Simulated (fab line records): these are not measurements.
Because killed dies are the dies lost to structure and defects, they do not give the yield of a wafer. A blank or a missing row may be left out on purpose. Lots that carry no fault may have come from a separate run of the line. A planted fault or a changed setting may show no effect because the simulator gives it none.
fab line records    flow sky130
[record] lots = 7  wafers = 21  last_day = 51
route steps=708 shown LDD_P@259 LDD_HVN@267
lots that met no fault: from a run of the same line without faults
start_h: hours from the record's first day to the start of the lot's first wafer shown    wait_h: time in hours since the lot's previous step    " identical to the entry in the row above    L1.1+2: a single row standing in for several wafers    - value missing, or start not given    * or withheld: withheld    < > ~ a bound
route shown NAME@n: a module of which the file shows steps, and the number in the route of the first    usual: average and standard deviation across the fault-free wafers    same: alike in all rows    chamber/n: place in a boat    sites: each site's reading    _std_site: the standard deviation of these    _edge_site: the outer-site mean with the inner-site mean subtracted    radius_mm: for every site, how far away it sits from the centre of the wafer    mask NAME#n: copy n    behind: the tool/chamber that last shaped the wafer    hold: why the lot went on hold/how many hours it stayed there/how the hold came to an end    device: which transistor (n, p or np) failed to switch    end of line: the tests these same wafers got at the end of their route    a step with no rows: only its recipe    killed: the dies lost at the first sort to structure and to defects; this is not the yield of the wafer    map: shows each die of a wafer: x if killed, . if not, _ if none is there
set.NAME: the setting as run; set.NAME@STEP: as run at that earlier step    model.NAME: the simulator's own value behind a step, which no gauge read
lots at some steps of the route; a table a step, a row a wafer
services: when a tool's chamber went out of use (start_h, in hours from the record's first day, below 0 if earlier), for how many hours, and the reason
[[steps]]
[step SKY_LDD_P_EXPOSE_04]
[recipe] mask_id = PSDM  na = 0.6  source_shape = conventional  sigma_outer = 0.6  polarization = unpolarized  target_cd_nm = 380  dose_mj = 138
[step SKY_LDD_P_PEB_05]
[recipe] temp_c = withheld  time_s = *  resist = NOVOLAK
[step SKY_LDD_P_DEVELOP_06]
[recipe] resist = NOVOLAK  developer = TMAH  develop_time_s = 59.08  dev_temp_c = 23
[step SKY_LDD_P_CD_MEAS_07]
[recipe] target_cd_nm = 380
[usual] cd_nm = 380.9/2.6
lot.wafer  tool       chamber  start_h  wait_h  cd_nm
L532.2     cd_sem-02  -        461.48   0.1     384.0
L532.3     "          -        "        "       381.3
L532.4     "          -        "        "       383.3
L539.3     cd_sem-02  -        518.40   0.1     383.9
L539.4     "          -        "        "       382.5
L539.6     "          -        "        "       383.0
L541.4     cd_sem-02  -        523.62   0.1     382.4
L541.5     "          -        "        "       383.5
L541.6     "          -        "        "       385.6
L543.1     cd_sem-01  -        548.06   0.1     378.0
L543.2     "          -        "        "       382.7
L543.5     "          -        "        "       380.0
L551.2     cd_sem-01  -        637.23   0.1     378.1
L551.4     "          -        "        "       379.1
L551.5     "          -        "        "       381.1
L553.3     cd_sem-02  -        655.40   0.1     382.1
L553.5     "          -        "        "       383.9
L553.6     "          -        "        "       382.4
L552.2     cd_sem-02  -        656.88   0.1     378.4
L552.5     "          -        "        "       378.8
L552.6     "          -        "        "       377.6
[step SKY_LDD_P_OVL_MEAS_08]
[usual] LDD_P_OVL = 0.7/1.2
lot.wafer  tool        chamber  start_h  wait_h  LDD_P_OVL[nm]
L532.2     overlay-01  -        461.58   0.1     -0.3
L532.3     "           -        "        "       -0.3
L532.4     "           -        "        "       0.3
L539.3     overlay-02  -        518.49   0.1     0.2
L539.4     "           -        "        "       -1.0
L539.6     "           -        "        "       -0.4
L541.4     overlay-01  -        523.70   0.1     1.4
L541.5     "           -        "        "       0.2
L541.6     "           -        "        "       -0.6
L543.1     overlay-02  -        548.18   0.1     -0.8
L543.2     "           -        "        "       -0.5
L543.5     "           -        "        "       0.7
L551.2     overlay-01  -        637.33   0.1     -1.1
L551.4     "           -        "        "       -0.3
L551.5     "           -        "        "       0.9
L553.3     overlay-02  -        655.49   0.1     -0.4
L553.5     "           -        "        "       0.5
L553.6     "           -        "        "       1.8
L552.2     overlay-01  -        656.98   0.1     1.1
L552.5     "           -        "        "       0.3
L552.6     "           -        "        "       0.1
[step SKY_LDD_P_IMPLANT_09]
[recipe] species = BF2  energy_kev = 25  dose_cm2 = 1e+13  tilt_deg = withheld
[step SKY_LDD_P_STRIP_10]
[recipe] chemistry = O2/N2  power_w = 1400  pressure_mtorr = 1500  platen_temp_c = withheld  o2_flow_sccm = 3000  n2_flow_sccm = 300  overash_fraction = 0.5
[usual] drypump_motor_current_A = 5.8/0.45  oes_product_au = 0.716/0.0046  strip_time_to_endpoint_s = 14.16/0.039
lot.wafer  tool             chamber  start_h  wait_h  drypump_motor_current_A  oes_product_au  rf_hours_counter_h  strip_time_to_endpoint_s
L532.2     plasma_asher-02  1        461.76   0.1     4.9                      0.711           36                  14.07
L532.3     "                0        "        "       5.7                      0.706           -                   14.08
L532.4     "                1        "        "       4.9                      0.719           -                   14.08
L539.3     plasma_asher-01  0        518.70   0.1     5.5                      0.716           -                   14.14
L539.4     "                1        "        "       5.9                      0.713           -                   14.14
L539.6     "                0        "        "       5.5                      0.720           -                   14.19
L541.4     plasma_asher-01  0        523.90   0.1     5.5                      0.709           -                   14.19
L541.5     "                0        "        "       5.5                      0.720           -                   14.19
L541.6     "                1        "        "       5.9                      0.716           -                   14.20
L543.1     plasma_asher-04  1        548.36   0.1     5.9                      0.713           12                  14.16
L543.2     "                0        "        "       6.5                      0.714           12                  14.14
L543.5     "                0        "        "       6.4                      0.721           -                   14.16
L551.2     plasma_asher-01  0        637.51   0.1     5.5                      0.722           93                  14.19
L551.4     "                1        "        "       5.9                      0.717           -                   14.20
L551.5     "                1        "        "       5.9                      0.718           -                   14.21
L553.3     plasma_asher-02  1        655.70   0.1     4.9                      0.717           -                   14.16
L553.5     "                1        "        "       4.9                      0.714           -                   14.13
L553.6     "                0        "        "       5.7                      0.718           -                   14.17
L552.2     plasma_asher-04  1        657.16   0.1     6.0                      0.718           23                  14.19
L552.5     "                0        "        "       6.5                      0.715           -                   14.17
L552.6     "                1        "        "       6.0                      0.721           -                   14.14
[step SKY_LDD_P_TW_MEAS_11]
[usual] LDD_P_TW = 637/3.6
lot.wafer  tool           chamber  start_h  wait_h  LDD_P_TW
L532.2     film_metro-04  -        461.97   0.2     636
L532.3     "              -        "        "       633
L532.4     "              -        "        "       631
L539.3     film_metro-04  -        518.78   0.1     633
L539.4     "              -        "        "       631
L539.6     "              -        "        "       632
L541.4     film_metro-01  -        523.99   0.1     642
L541.5     "              -        "        "       641
L541.6     "              -        "        "       642
L543.1     film_metro-01  -        548.46   0.1     638
L543.2     "              -        "        "       639
L543.5     "              -        "        "       637
L551.2     film_metro-03  -        637.62   0.1     637
L551.4     "              -        "        "       640
L551.5     "              -        "        "       632
L553.3     film_metro-01  -        655.79   0.1     638
L553.5     "              -        "        "       636
L553.6     "              -        "        "       640
L552.2     film_metro-01  -        657.27   0.1     637
L552.5     "              -        "        "       642
L552.6     "              -        "        "       639
[step SKY_LDD_HVN_DEHYDRATE_00]
[recipe] temp_c = 200  time_s = 60
[step SKY_LDD_HVN_HMDS_01]
[recipe] prime_time_s = 60  prime_temp_c = 120
[step SKY_LDD_HVN_COAT_02]
[recipe] resist = NOVOLAK  spin_rpm = 3021  resist_thk_nm = 300
[step SKY_LDD_HVN_SOFTBAKE_03]
[recipe] temp_c = 90  time_s = 60  resist = NOVOLAK
[step SKY_LDD_HVN_EXPOSE_04]
[recipe] mask_id = HVNTM  na = 0.6  source_shape = conventional  sigma_outer = 0.6  polarization = unpolarized  target_cd_nm = 700  dose_mj = 127
[usual] exposure_dose_mJ_cm2 = 126.99/0.14  focus_offset_nm = -0.1/0.54  reticle_temp_C = 23.00/0.12
lot.wafer  tool              chamber  start_h  wait_h  mask     exposure_dose_mJ_cm2  focus_offset_nm  reticle_temp_C
L532.2     iline_stepper-01  0        477.12   -       HVNTM#0  126.93                0.0              22.96
L532.3     "                 0        "        "       HVNTM#0  126.99                0.2              23.11
L532.4     "                 0        "        "       HVNTM#0  126.98                0.1              23.08
L539.3     iline_stepper-01  0        533.67   -       HVNTM#0  126.95                0.0              23.06
L539.4     "                 0        "        "       HVNTM#0  127.02                0.5              23.14
L539.6     "                 0        "        "       HVNTM#0  127.03                0.4              23.09
L541.4     iline_stepper-01  0        538.98   -       HVNTM#0  127.11                0.1              22.96
L541.5     "                 0        "        "       HVNTM#0  127.10                -0.6             22.87
L541.6     "                 0        "        "       HVNTM#0  127.07                -0.2             23.11
L543.1     iline_stepper-01  0        562.81   -       HVNTM#0  126.86                -0.7             22.94
L543.2     "                 0        "        "       HVNTM#0  126.96                -0.5             23.05
L543.5     "                 0        "        "       HVNTM#0  127.02                -0.2             23.15
L551.2     iline_stepper-02  -        652.15   -       HVNTM#0  -                     -                -
L551.4     "                 -        "        "       HVNTM#0  -                     -                -
L551.5     "                 -        "        "       HVNTM#0  -                     -                -
L553.3     iline_stepper-01  -        669.65   -       HVNTM#0  -                     -                -
L553.5     "                 -        "        "       HVNTM#0  -                     -                -
L553.6     "                 -        "        "       HVNTM#0  -                     -                -
L552.2     iline_stepper-02  -        671.25   -       HVNTM#0  -                     -                -
L552.5     "                 -        "        "       HVNTM#0  -                     -                -
L552.6     "                 -        "        "       HVNTM#0  -                     -                -
[step SKY_LDD_HVN_PEB_05]
[recipe] temp_c = withheld  time_s = *  resist = NOVOLAK
[[services]]
tool              chamber  start_h  hours  kind
plasma_asher-01   -        453.39   2.4    repair
plasma_asher-01   -        470.93   2.8    pm
plasma_asher-02   -        479.13   0.7    repair
iline_stepper-02  -        507.84   1.7    pm
iline_stepper-01  -        518.59   2.1    pm
iline_stepper-01  -        520.67   -      consumable_replace:lamp
iline_stepper-02  0        533.30   -      calibration
iline_stepper-01  0        571.44   -      calibration
iline_stepper-02  -        594.58   4.4    pm
plasma_asher-04   -        595.26   1.8    repair
iline_stepper-01  -        600.35   4.4    pm
iline_stepper-02  -        607.95   4.7    repair
plasma_asher-04   -        614.38   3.8    repair
iline_stepper-01  -        620.77   1.1    repair
iline_stepper-01  -        645.42   1.7    pm
plasma_asher-02   -        657.76   7.0    repair
plasma_asher-02   -        664.72   15.6   pm
[[key]]
[first_sign] step = SKY_LDD_HVN_EXPOSE_04  reading = tool_record  direction = missing
effect none on later readings
met_at SKY_LDD_HVN_EXPOSE_04
struck_wafers L551.2,L551.4,L551.5,L552.2,L552.5,L552.6,L553.3,L553.5,L553.6
sort_left_out L551.2,L551.4,L551.5,L552.2,L552.5,L552.6,L553.3,L553.5,L553.6
tester_left_out L551,L552,L553
onset_between 562.81 652.15
[fault] kind = skipped_step_whole  tool = iline_stepper-01,iline_stepper-02  chamber = -  onset_h = 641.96  steps = SKY_LDD_HVN_EXPOSE_04  scope = struck_lots_only
// tester_left_out: of these lots the tester's yield and bins aren't shown, on N5 and GAA mostly nor the transistor test; their killed dies are dies lost to structure and defects alone, not to doping, threshold or leakage, so they don't give the yield
// sort_left_out: the simulated sort isn't trusted on such a fault, so these wafers' sort isn't shown, and their yield isn't known
